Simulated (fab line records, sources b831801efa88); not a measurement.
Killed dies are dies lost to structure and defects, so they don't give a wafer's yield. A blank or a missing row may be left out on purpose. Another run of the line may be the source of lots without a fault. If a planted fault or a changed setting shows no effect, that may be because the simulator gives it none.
Comparing a struck lot with a sound one / flow sky130 / 44 out of 708 route steps
Sound: these wafers, L767.1, L767.3, L767.5. Struck: wafer L757.4. (L757.6 of the same lot was not struck and is left out.) The cause comes at the end.
For every step that has rows: the tool of each side, followed by ch and its chambers, followed by its first start. Under that, the readings that differ: sound wafers / struck wafers / difference of the means / sigmas: that difference in standard deviations of wafers without a fault.
alike: readings whose means differ by less than 2 such deviations, and words and numbers that are the same on both sides. not compared: withheld readings, readings that some wafer has no value for, bounds like >300 that may hide the same value, and numbers for which the record gives no deviation and whose values overlap.
Wherever a step has rows on one side only, a row that says differs or no value, or a row with sigmas, the two part there. Numbers that don't overlap but have no deviation are shown without sigmas and don't part them. Lack of a reading on every wafer of one side parts them only where that side has two or more wafers.

first, 2 steps without rows for these wafers: SKY_VIA2_CLEAN_18 (cleans in IPA, time 180 s); SKY_VIA2_CLEAN_19 (cleans in O3/DIW).
SKY_VIA2_SPUTTER_20: material TiN, target thk 20 nm, time 80 s.
  sound on pvd_sputter-02, day 42 04:01; struck on pvd_sputter-04, day 39 01:02
  alike: throttle_valve_pct
SKY_VIA2_CVD_21: deposits W, target thk 420 nm, time 126.4 s.
  sound on cvd_w-02 ch 0,1, day 42 04:05; struck on cvd_w-01 ch 0, day 39 01:15
reading=heater_power_w (W); sound=788 999 797; struck=1086; difference=+225; sigmas=+2
SKY_VIA2_RS_MEAS_22: uses a four-point probe to measure.
  sound on film_metro-01, day 42 04:13; struck on film_metro-03, day 39 01:24
  alike: VIA2_W_RS
SKY_VIA2_THK_MEAS_23: measures by xrf.
  sound on film_metro-01, day 42 04:20; struck on film_metro-03, day 39 01:29
reading=VIA2_W_THK (nm); sound=382 383 383; struck=399; difference=+16; sigmas=+3
then, 4 steps without rows for these wafers: SKY_VIA2_CMP_24 (polishes, stops on SiO2, t overpolish 20 s, target thk 0 nm); SKY_METAL3_SPUTTER_00 (material Ti, target thk 15 nm, time 10 s); SKY_METAL3_SPUTTER_01 (material TiN, target thk 20 nm, time 16.7 s); SKY_METAL3_SPUTTER_02 (material AlCu, target thk 735 nm, time 39.1 s).
SKY_METAL3_SPUTTER_03: material Ti, target thk 5 nm, time 3.3 s.
  sound on pvd_sputter-03, day 42 04:47; struck on pvd_sputter-03, day 39 01:55
  alike: throttle_valve_pct
then, 1 step without rows for these wafers: SKY_METAL3_SPUTTER_04 (material TiN, target thk 70 nm, time 58.3 s).
SKY_CAPM_CVD_00: deposits SiO2, target thk 15.5 nm.
  sound on pecvd-01 ch 1,2, day 42 04:50; struck on pecvd-02 ch 2, day 39 01:59
reading=heater_power_w (W); sound=583 524 590; struck=818; difference=+252; sigmas=+2
reading=model.SiO2_of_CAPM_CVD_00.thk_nm (nm); sound=15.08 15.37 15.31; struck=22.32; difference=+7.07; sigmas=
SKY_CAPM_THK_MEAS_01:
  sound on film_metro-04, day 42 04:52; struck on film_metro-04, day 39 02:01
reading=CAPM_CVD_00_THK (nm); sound=15.08 15.37 15.25; struck=22.31; difference=+7.08; sigmas=+29
then, 1 step without rows for these wafers: SKY_CAPM_SPUTTER_02 (material TiN, target thk 200 nm, time 166.7 s).
SKY_CAPM_RS_MEAS_03: uses a four-point probe to measure.
  sound on film_metro-01, day 42 05:02; struck on film_metro-02, day 39 02:13
  alike: CAPM_TIN_RS
SKY_CAPM_THK_MEAS_04: measures by xrf.
  sound on film_metro-01, day 42 05:09; struck on film_metro-02, day 39 02:19
  alike: CAPM_TIN_THK
then, 7 steps without rows for these wafers: SKY_CAPM_DEHYDRATE_05 (time 60 s); SKY_CAPM_HMDS_06 (prime time 60 s); SKY_CAPM_COAT_07 (resist thk 1140 nm); SKY_CAPM_SOFTBAKE_08 (time 60 s); SKY_CAPM_EXPOSE_09 (exposes mask CAPM, target cd 1000 nm); SKY_CAPM_PEB_10; SKY_CAPM_DEVELOP_11 (develop time 60 s).
SKY_CAPM_OVL_MEAS_12:
  sound on overlay-02, day 43 03:49; struck on overlay-01, day 40 04:11
  alike: CAPM_OVL
SKY_CAPM_METAL_ETCH_13: etches TiN in Cl2/BCl3, stops on SiO2, target depth 220 nm, time 62.9 s.
  sound on rie_metal-03 ch 1, day 43 03:52; struck on rie_metal-04 ch 0, day 40 04:17
  alike: bcl3_flow_sccm, drypump_motor_current_A, oes_product_au, throttle_valve_pct
  not compared: rf_hours_counter_h
then, 12 steps without rows for these wafers: SKY_CAPM_STRIP_14 (strips in O2/N2); SKY_CAPM_STRIP_15 (strips in post etch residue remover, time 1200 s); SKY_CAPM_CLEAN_16 (cleans in IPA, time 180 s); SKY_CAPM_CLEAN_17 (cleans in O3/DIW); SKY_METAL3_DEHYDRATE_05 (time 60 s); SKY_METAL3_HMDS_06 (prime time 60 s); SKY_METAL3_COAT_07 (resist thk 60 nm); SKY_METAL3_COAT_08 (resist thk 1140 nm); SKY_METAL3_SOFTBAKE_09 (time 90 s); SKY_METAL3_EXPOSE_10 (exposes mask MM3, target cd 300 nm); SKY_METAL3_PEB_11; SKY_METAL3_DEVELOP_12 (develop time 60 s).
SKY_METAL3_CD_MEAS_13 targets a cd of 300 nm.
  sound on cd_sem-02, day 44 02:42; struck on cd_sem-01, day 41 07:11
  alike: cd_nm
SKY_METAL3_OVL_MEAS_14:
  sound on overlay-02, day 44 02:49; struck on overlay-02, day 41 07:16
  alike: METAL3_OVL
then, 1 step without rows for these wafers: SKY_METAL3_DESCUM_15 (chemistry O2, time 8 s).
SKY_METAL3_ETCH_16: etches BARC in N2/H2, stops on SiO2, time 88.2 s, target depth 60 nm.
  sound on rie_metal-03 ch 0,1, day 44 02:53; struck on rie_metal-03 ch 0, day 41 07:20
  alike: drypump_motor_current_A, n2_flow_sccm, oes_product_au, throttle_valve_pct
  not compared: rf_hours_counter_h
SKY_METAL3_ETCH_17: etches SiO2 in C4F8/O2/Ar, stops on TiN, time 3.9 s, target depth 15 nm.
  sound on rie_diel-03 ch 0,1,3, day 44 02:59; struck on rie_diel-03 ch 1, day 41 07:25
reading=oes_product_au (a.u.); sound=0.748 0.750 0.742; struck=0.920; difference=+0.173; sigmas=+23
reading=model.etch.depth_nm (nm); sound=15.08 15.37 15.31; struck=22.32; difference=+7.07; sigmas=
  not compared: rf_hours_counter_h
-- the record jumps here: 7 days lie between the struck wafers' starts before and after (it left off in module METAL3 and takes up again in module PAD_OPEN, whose first step shown is number 708 of the route) --
SKY_PAD_OPEN_PROBE_99:
  sound on prober-02, day 50 04:14; struck on prober-02, day 48 00:48
reading=defect_limited_yield (%); sound=84.6 82.3 82.7; struck=79.3; difference=-3.9; sigmas=-2
reading=killed_dies; sound=76 87 85; struck=102; difference=+19; sigmas=+2
reading=model.etest.tester.sort_n_pass; sound=416 405 407; struck=6; difference=-403; sigmas=
reading=model.etest.tester.sort_yield_pct (%); sound=84.55 82.32 82.72; struck=1.22; difference=-81.98; sigmas=
reading=model.etest.tester.sort_bin_5_pct (%); sound=7.317 8.74 11.18; struck=90.45; difference=+81.37; sigmas=
reading=model.etest.cap_mim.bv_v (V); sound=13.74 13.65 14.28; struck=19.86; difference=+5.97; sigmas=
reading=model.etest.cap_mim.leak_log10_a_cm2; sound=-8.884 -8.962 -9.027; struck=-10.15; difference=-1.19; sigmas=
reading=model.etest.cap_mim.c_ff_um2; sound=2.402 2.378 2.358; struck=1.633; difference=-0.746; sigmas=
reading=model.etest.tester.sort_bin_8_pct (%); sound=0 0 0; struck=9.52e-10; difference=+9.52e-10; sigmas=
  alike: killed_at_M0_to_M3, killed_at_M4_up, killed_at_contacts, killed_at_front_end, killed_at_other, killed_open, killed_short

== WHERE THEY PART ==
Last at SKY_PAD_OPEN_PROBE_99 as far as this record goes, first at SKY_VIA2_CVD_21.

WHY: what the simulator had put in
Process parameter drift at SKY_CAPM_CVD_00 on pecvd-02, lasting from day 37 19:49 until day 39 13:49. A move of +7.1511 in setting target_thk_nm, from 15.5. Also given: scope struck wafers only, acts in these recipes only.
